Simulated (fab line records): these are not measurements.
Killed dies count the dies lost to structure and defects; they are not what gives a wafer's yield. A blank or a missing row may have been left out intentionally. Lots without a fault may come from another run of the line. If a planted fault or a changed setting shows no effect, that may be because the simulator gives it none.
Struck lot and sound lot, side by side ; flow sky130 ; 16 out of 708 route steps
Sound: wafers L699.2, L699.3, L699.5. Struck: wafers L705.1, L705.2, L705.4. The cause is given at the end.
Each step with rows lists, per side, the tool, then ch with its chambers, then its first start. Under that, the readings that differ: sound wafers ; struck wafers ; difference of the means ; sigmas: that difference in standard deviations of wafers without a fault.
alike: readings with means less than 2 such deviations apart, plus words and numbers identical on both sides. not compared: withheld readings, readings lacking a value on some wafer, bounds such as >300 that could conceal the same value, and numbers that have no deviation in the record and whose values overlap.
Wherever a step has rows on one side only, a row that says differs or no value, or a row with sigmas, the two part there. Non-overlapping numbers with no deviation appear without sigmas and do not part them. Lack of a reading on every wafer of one side parts them only where that side has two or more wafers.

first, 8 steps without rows for these wafers: SKY_METAL1_DEHYDRATE_07 (time 60 s); SKY_METAL1_HMDS_08 (prime time 60 s); SKY_METAL1_COAT_09 (resist thk 60 nm); SKY_METAL1_COAT_10 (resist thk 450 nm); SKY_METAL1_SOFTBAKE_11 (time 90 s); SKY_METAL1_EXPOSE_12 (exposes mask MM1, target cd 140 nm); SKY_METAL1_PEB_13; SKY_METAL1_DEVELOP_14 (develop time 60 s).
SKY_METAL1_CD_MEAS_15: target cd 140 nm.
  sound: cd-sem-01 at day 34 11:21; struck: cd-sem-02 at day 36 18:17
  alike: cd-nm
SKY_METAL1_OVL_MEAS_16:
  sound: overlay-01 at day 34 11:27; struck: overlay-01 at day 36 18:24
  alike: METAL1_OVL
SKY_METAL1_DESCUM_17: chemistry O2, time 8 s.
  sound on rie-metal-03 ch 0, day 34 11:29; struck on rie-metal-03 ch 0, day 36 18:26
  alike: drypump-motor-current-A, oes-product-au, temp-c
  not compared: rf-hours-counter-h
SKY_METAL1_ETCH_18: etches BARC in N2/H2, stops on SiO2, time 45.9 s, target depth 60 nm.
  sound on rie-metal-03 ch 0, day 34 11:34; struck on rie-metal-03 ch 0, day 36 18:30
  alike: drypump-motor-current-A, oes-product-au, throttle-valve-pct
  not compared: rf-hours-counter-h
SKY_METAL1_METAL_ETCH_19: etches the open film in Cl2/BCl3, stops on SiO2, target depth 360 nm, time 78 s.
  sound on rie-metal-03 ch 0, day 34 11:42; struck on rie-metal-03 ch 0, day 36 18:37
reading;sound;struck;difference;sigmas
model.KrF-thick_of_METAL1_COAT_10.thk-nm (nm);155.5 156.3 158.3;73.83 74.94 79.37;-80.65;
model.METAL1.cd-nm (nm);139.2 141.5 139;133.6 132.9 131.2;-7.3;
  alike: drypump-motor-current-A, mfc-cl2-sccm, oes-product-au, throttle-valve-pct
  not compared: rf-hours-counter-h, model.SiO2_of_CONTACT_HDPCVD_02.thk-nm
SKY_METAL1_STRIP_20: strips in O2/N2.
  sound on plasma-asher-01 ch 1, day 34 11:51; struck on plasma-asher-02 ch 0,1, day 36 18:48
reading;sound;struck;difference;sigmas
oes-product-au (a.u.);0.337 0.343 0.345;0.295 0.312 0.298;-0.040;-8
strip-time-to-endpoint-s (s);2.65 2.68 2.69;1.75 1.76 1.81;-0.90;-17
  alike: drypump-motor-current-A, o2-flow-sccm
  not compared: rf-hours-counter-h
then, 1 step without rows for these wafers: SKY_METAL1_STRIP_21 (strips in post etch residue remover, time 1200 s).
-- the record jumps here: 12 days lie between the struck wafers' starts before and after (it left off in module METAL1 and takes up again in module PAD_OPEN, whose first step shown is number 708 of the route) --
SKY_PAD_OPEN_PROBE_99:
  sound: prober-01 at day 47 01:40; struck: prober-01 at day 48 18:28
reading;sound;struck;difference;sigmas
model.etest.met1.width-nm (nm);139.5 143.5 141.6;131.8 132.4 130.9;-9.8;
model.etest.met1.line-ohm-um;0.9133 0.8864 0.9082;0.9543 0.968 0.9654;+0.0599;
  alike: defect-limited-yield, killed_at_M0_to_M3, killed_at_M4_up, killed-at-contacts, killed-at-front-end, killed-at-other, killed-dies, killed-open, killed-short, sort_bin_3_pad_short, sort_bin_5_function, sort_bin_6_memory, sort-n-pass, sort-yield-pct

WHERE THEY PART
Only at SKY_METAL1_STRIP_20, as far as this record shows. Later steps at which nothing parts them and some readings are alike: SKY_PAD_OPEN_PROBE_99.

WHY: what had been put in by the simulator
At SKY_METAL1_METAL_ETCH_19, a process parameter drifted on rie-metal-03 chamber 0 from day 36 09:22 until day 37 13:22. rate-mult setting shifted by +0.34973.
